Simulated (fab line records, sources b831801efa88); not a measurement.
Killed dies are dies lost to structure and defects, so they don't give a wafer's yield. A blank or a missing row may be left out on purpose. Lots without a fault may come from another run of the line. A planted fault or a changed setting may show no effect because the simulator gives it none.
Which tool did it? | flow sky130 | 6 lots, 18 wafers sampled, at 2 steps of a route of 708

WHAT THE GAUGES READ, wafer by wafer
SKY_FIELD_ISO_THK_MEAS_23.
lot  | measured    | on            | FIELD_ISO_OXIDATION_01_THK (nm)
L737 | day 2 10:46 | film_metro-03 | 9.85 9.92 9.69
L739 | day 3 01:23 | film_metro-03 | 9.56 9.53 9.66
L742 | day 3 15:49 | film_metro-03 | 9.75 9.90 9.78
L744 | day 4 02:53 | film_metro-01 | 9.79 9.90 9.80
L754 | day 6 03:16 | film_metro-03 | 4.29 4.43 4.25
L759 | day 7 11:36 | film_metro-04 | 9.81 9.74 9.91

WHICH TOOL RAN EACH LOT (tool, then ch and the chambers of the sampled wafers, then the start)
lot  | SKY_FIELD_ISO_OXIDATION_22
L737 | furnace-01 ch 0, day 2 09:35
L739 | furnace-01 ch 0, day 3 00:13
L742 | furnace-01 ch 0, day 3 14:38
L744 | furnace-01 ch 0, day 4 01:42
L754 | furnace-01 ch 0, day 6 02:05
L759 | furnace-02 ch 0, day 7 10:25
- SKY_FIELD_ISO_OXIDATION_22: stabilise 600 s, purge 300 s, target thk 10 nm.

THE ANSWER, worked out from the rows above alone
Rule: what is usual is taken from the lots themselves. Put in order of their means at a reading, lots are off if they are a third of the lots or fewer, leave a main group of 4 or more, and stand apart from it by a gap of 3 or more times the standard deviation of the main group's means; of several such gaps the widest counts. A main group whose means are all the same, to the digits that the tables above print for the reading, isn't used. A lot without any number at a reading at which 4 lots or more have one is off too. The other lots that the step has rows for count as sound.
Off: L754, at SKY_FIELD_ISO_THK_MEAS_23 (FIELD_ISO_OXIDATION_01_THK). The main group: mean 9.77 nm, standard deviation 0.095.
A tool fits if, at a process step before that reading, it ran every lot that is off, and no sound lot after the first of them. The gauges at SKY_FIELD_ISO_THK_MEAS_23 are tried like those tools. Can't be told from this: 2 tools fit, furnace-01 at SKY_FIELD_ISO_OXIDATION_22, film_metro-03 at SKY_FIELD_ISO_THK_MEAS_23.

WHAT THE SIMULATOR HAD PUT IN
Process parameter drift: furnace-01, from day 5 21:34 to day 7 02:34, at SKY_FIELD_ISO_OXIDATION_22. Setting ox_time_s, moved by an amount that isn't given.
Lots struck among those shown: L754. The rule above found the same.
